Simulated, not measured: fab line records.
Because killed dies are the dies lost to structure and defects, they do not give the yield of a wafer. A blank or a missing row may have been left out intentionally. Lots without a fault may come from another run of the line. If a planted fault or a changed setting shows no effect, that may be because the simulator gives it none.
Split-lot study -- flow gf180mcu -- on a route of 602 steps: 5 lots, 23 wafers read

ABOUT THE SPLIT
At GF_NSD_COAT_02 (resist thk 1000 nm), the setting spin rpm was moved away from the recipe's 3000 rpm on 11 of the 23 wafers read, by -5.9% to +5.0%. The other wafers ran this setting at the recipe's value.

The split's own step is where the reading is taken.

THE READING
NOVOLAK_of_NSD_COAT_02.thk nm (the simulator's own value, which no gauge read), in nm, at GF_NSD_COAT_02 (resist thk 1000 nm). There is no usual value for it anywhere in the file. Here, 12 wafers ran the recipe; their average is 999.7 nm with a standard deviation of 2.7 nm.

wafer,"tool, chamber at the split","spin rpm as run, rpm",against the recipe,"NOVOLAK_of_NSD_COAT_02.thk nm, nm",against lot-mates on the recipe
L076.1,"litho track-02, 0",3000,recipe,996.1,-
L076.2,"litho track-02, 0",2823,-5.9%,1026,+30.5
L076.6,"litho track-02, 0",2823,-5.9%,1026,+30.5
L076.3,"litho track-02, 0",2823,-5.9%,1024,+28.5
L076.5,"litho track-02, 0",3000,recipe,995,-
L078.1,"litho track-04, 0",3000,recipe,998.3,-
L078.2,"litho track-04, 0",2833,-5.6%,1029,+30.2
L078.4,"litho track-04, 0",2833,-5.6%,1029,+30.2
L078.3,"litho track-04, 0",3000,recipe,999.4,-
L078.6,"litho track-04, 0",3000,recipe,998.8,-
L081.1,"litho track-03, 0",3000,recipe,1003,-
L081.2,"litho track-03, 0",3151,+5.0%,977.4,-26.6
L081.3,"litho track-03, 0",3000,recipe,1005,-
L081.4,"litho track-03, 0",3151,+5.0%,977.7,-26.3
L081.6,"litho track-03, 0",3151,+5.0%,977.9,-26.1
L080.1,"litho track-03, 0",3000,recipe,999.7,-
L080.3,"litho track-03, 0",3000,recipe,1001,-
L080.5,"litho track-03, 0",3000,recipe,1002,-
L085.1,"litho track-04, 0",3127,+4.2%,976.6,-22.4
L085.2,"litho track-04, 0",3127,+4.2%,980,-19.0
L085.3,"litho track-04, 0",3000,recipe,998.1,-
L085.5,"litho track-04, 0",3127,+4.2%,979.2,-19.8
L085.6,"litho track-04, 0",3000,recipe,1000,-

FIT RESULTS
A straight line over all 23 wafers: NOVOLAK_of_NSD_COAT_02.thk nm changes by -4.66 nm for each +1% of spin rpm; r = -0.99; the points scatter about the line by 2.6 nm.
The same after taking each lot's own level away (the mean of its wafers on the recipe; 23 wafers): -5.13 nm for each +1%; r = -1.00; scatter 1.1 nm.
According to that fit, moving spin rpm by its largest amount changes the reading by 30 nm.
The span of the lots' own levels, 995.55 to 1004.00 nm, comes to 3.1 times the standard deviation stated above.
So the lot-to-lot level changes the slope little: the two slopes agree.
Check: for one of the wafers moved furthest among these (-5.9%), held out of the fit, the line's prediction against its lot-mates is +30.5 nm. Against them it came out at +30.5 nm.

OTHER SPLITS APPLIED TO THESE WAFERS
Note: prior to the reading, these wafers also went through further splits. Each is held against what the fit with the lots' levels taken away leaves over:
other split on the same wafers,wafers away from the commonest value,r with NOVOLAK_of_NSD_COAT_02.thk nm (lot level and that fit taken away)
GF_HV_LDD_EXPOSE_04 dose mj,6,+0.21
GF_HV_LDD_COAT_14 spin rpm,4,+0.48
GF_HV_LDD_SOFTBAKE_15 temp c,6,-0.06
GF_HV_LDD_IMPLANT_36 dose cm2,8,-0.07
GF_HV_LDD_CLEAN_51 time s,18,-0.43

THE WHOLE CHAIN: every reading that the file lists as answering this split, in the file's order
step,what it does,reading,change (the file's fit),r (the file's)
GF_NSD_COAT_02,resist thk 1000 nm,"NOVOLAK_of_NSD_COAT_02.thk nm (the simulator's own value, which no gauge read)",-5.17 nm for each +1% of the setting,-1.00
GF_NSD_STRIP_11,strips in O2/N2,strip time to endpoint s,withheld for each +1% of the setting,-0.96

FILE'S OWN FIT
NOVOLAK_of_NSD_COAT_02.thk nm changes by -5.17 nm for each +1% of spin rpm, r = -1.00.
